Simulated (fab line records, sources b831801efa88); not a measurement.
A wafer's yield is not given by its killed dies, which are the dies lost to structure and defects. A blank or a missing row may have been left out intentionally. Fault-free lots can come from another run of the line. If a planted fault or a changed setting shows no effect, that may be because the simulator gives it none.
A lot that was struck, set against a sound lot	flow sky130	16 steps out of a route of 708
Sound: wafers L265.2, L265.4, L265.6. Wafers L269.1, L269.4, L269.5 were the ones struck. The cause comes at the end.
Per side, at each step with rows, come the tool, then ch with its chambers, and then its first start. Under that, the readings that differ: sound wafers	struck wafers	difference of the means	sigmas: that difference in standard deviations of wafers without a fault.
alike: readings with means less than 2 such deviations apart, plus words and numbers identical on both sides. not compared: withheld readings, readings lacking a value on some wafer, bounds such as >300 that could conceal the same value, and numbers that have no deviation in the record and whose values overlap.
The two part at a step that has a row with sigmas, a row that says differs or no value, or rows on one side only. Non-overlapping numbers with no deviation appear without sigmas and do not part them. A reading missing from all wafers of one side parts the sides only when that side holds two or more wafers.

SKY_VIA3_BOW_MEAS_03:
  struck on film metro-02, day 40 09:22; sound on film metro-01, day 39 07:26
  alike: VIA3_BOW
then, 8 steps without rows for these wafers: SKY_VIA3_DEHYDRATE_04 (time 60 s); SKY_VIA3_HMDS_05 (prime time 60 s); SKY_VIA3_COAT_06 (resist thk 60 nm); SKY_VIA3_COAT_07 (resist thk 450 nm); SKY_VIA3_SOFTBAKE_08 (time 90 s); SKY_VIA3_EXPOSE_09 (exposes mask VIM3, target cd 200 nm); SKY_VIA3_PEB_10; SKY_VIA3_DEVELOP_11 (develop time 60 s).
SKY_VIA3_CD_MEAS_12: target cd 200 nm.
  struck on cd sem-02, day 41 09:45; sound on cd sem-02, day 40 07:20
  alike: cd nm
SKY_VIA3_OVL_MEAS_13:
  struck on overlay-02, day 41 09:52; sound on overlay-02, day 40 07:26
  alike: VIA3_OVL
SKY_VIA3_ETCH_14: etches BARC in N2/H2, stops on SiO2, time 45.9 s, target depth 60 nm.
  sound on rie diel-03 ch 2,3, day 40 07:28; struck on rie diel-03 ch 0,2,3, day 41 09:54
  alike: bias w, chamber pressure mTorr, drypump motor current A, oes product au, rf fwd power W, throttle valve pct
  not compared: rf hours counter h
SKY_VIA3_ETCH_15: etches SiO2 in C4F8/O2/Ar, stops on TiN, target depth 507 nm, time 78 s.
  sound on rie diel-03 ch 2,3, day 40 07:31; struck on rie diel-03 ch 0,2,3, day 41 09:56
  no value came back on the struck wafers for bias w (W), chamber pressure mTorr (mTorr), oes product au (a.u.), rf fwd power W (W); on the sound wafers bias w (W) reads 1200 1200 1202
reading	sound	struck	difference	sigmas
model.KrF-thick_of_VIA3_COAT_07.thk nm (nm)	288.8 289.1 289.2	393 390 391	+102	
  not compared: rf hours counter h
SKY_VIA3_STRIP_16: strips in O2/N2.
  sound on plasma asher-04 ch 0,1, day 40 07:34; struck on plasma asher-02 ch 0,1, day 41 10:00
reading	sound	struck	difference	sigmas
drypump motor current A (A)	6.0 5.4 5.4	6.9 5.7 6.8	+0.9	+2
oes product au (a.u.)	0.398 0.400 0.398	0.448 0.445 0.444	+0.047	+10
strip time to endpoint s (s)	4.11 4.11 4.11	5.20 5.15 5.16	+1.06	+26
  alike: chamber pressure mTorr
  not compared: rf hours counter h
then, 1 step without rows for these wafers: SKY_VIA3_STRIP_17 (strips in post etch residue remover, time 1200 s).
-- the record jumps here: 6 days lie between the struck wafers' starts before and after (it left off in module VIA3 and takes up again in module PAD_OPEN, whose first step shown is number 708 of the route) --
SKY_PAD_OPEN_PROBE_99:
  struck on prober-01, day 47 07:58; sound on prober-02, day 46 08:46
reading	sound	struck	difference	sigmas
defect limited yield (%)	84.6 80.5 80.5	0 0 0	-82	-43
killed_at_M0_to_M3	43 47 53	441 453 444	+398	+61
killed dies	76 96 96	492 492 492	+403	+42
killed on rim	20 20 24	96 96 96	+75	+20
  alike: killed_at_M4_up, killed at contacts, killed at front end, killed at other, killed open, killed short

WHERE THEY PART
Earliest at SKY_VIA3_ETCH_15; latest, in this record, at SKY_PAD_OPEN_PROBE_99.

WHY: the cause the simulator had injected
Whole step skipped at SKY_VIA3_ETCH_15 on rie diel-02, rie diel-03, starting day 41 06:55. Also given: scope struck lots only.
